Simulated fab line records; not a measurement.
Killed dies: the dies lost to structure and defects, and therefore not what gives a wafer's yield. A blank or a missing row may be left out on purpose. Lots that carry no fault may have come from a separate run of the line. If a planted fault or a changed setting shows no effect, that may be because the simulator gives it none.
Which of the tools did it? / flow gf180mcu / 6 lots, 18 wafers sampled, at 2 steps of a route of 602

WHAT EACH GAUGE READ, for each wafer
GF_STI_CD_MEAS_12: the cd target is 220 nm.
lot=L773; measured=day 2 06:20; on=cd-sem-01; cd-nm (nm)=221.9 221.0 222.3
lot=L776; measured=day 2 22:14; on=cd-sem-02; cd-nm (nm)=219.4 220.0 218.4
lot=L781; measured=day 3 22:45; on=cd-sem-02; cd-nm (nm)=219.8 219.1 220.0
lot=L785; measured=day 4 21:00; on=cd-sem-01; cd-nm (nm)=220.2 220.8 220.7
lot=L791; measured=day 6 02:38; on=cd-sem-01; cd-nm (nm)=220.3 220.5 219.1
lot=L793; measured=day 6 16:38; on=cd-sem-01; cd-nm (nm)=214.7 213.8 214.1 214.3 213.4 214.3

EACH LOT AND THE TOOL THAT RAN IT (in order: tool; ch and the chambers of the sampled wafers; start)
lot=L773; GF_STI_SOFTBAKE_08=litho-track-04 ch 0, day 2 00:17
lot=L776; GF_STI_SOFTBAKE_08=litho-track-04 ch 0, day 2 16:08
lot=L781; GF_STI_SOFTBAKE_08=litho-track-04 ch 0, day 3 16:37
lot=L785; GF_STI_SOFTBAKE_08=litho-track-02 ch 0, day 4 14:00
lot=L791; GF_STI_SOFTBAKE_08=litho-track-02 ch 0, day 5 19:57
lot=L793; GF_STI_SOFTBAKE_08=litho-track-04 ch 0, day 6 09:25
- GF_STI_SOFTBAKE_08: time 60 s.

THE ANSWER, worked out from the rows above alone
Rule: usual is defined by the lots themselves. Put in order of their means at a reading, lots are off if they are a third of the lots or fewer, leave a main group of 4 or more, and stand apart from it by a gap of 3 or more times the standard deviation of the main group's means; of several such gaps the widest counts. The tables above print the reading to a certain number of digits; a main group whose means all agree to those digits is not used. A lot without any number at a reading at which 4 lots or more have one is off too. All remaining lots with rows at the step are treated as sound.
Off: L793, at GF_STI_CD_MEAS_12 (cd-nm). The main group has a mean of 220.2 nm with a standard deviation of 0.86.
If a tool, at a process step before that reading, ran all the lots that are off and no sound lot after the first of them, it fits. Gauges at GF_STI_CD_MEAS_12: tried the same way as those tools. This does not decide it: 2 tools fit, namely litho-track-04 at GF_STI_SOFTBAKE_08 and cd-sem-01 at GF_STI_CD_MEAS_12.

WHAT HAD BEEN PUT IN BY THE SIMULATOR
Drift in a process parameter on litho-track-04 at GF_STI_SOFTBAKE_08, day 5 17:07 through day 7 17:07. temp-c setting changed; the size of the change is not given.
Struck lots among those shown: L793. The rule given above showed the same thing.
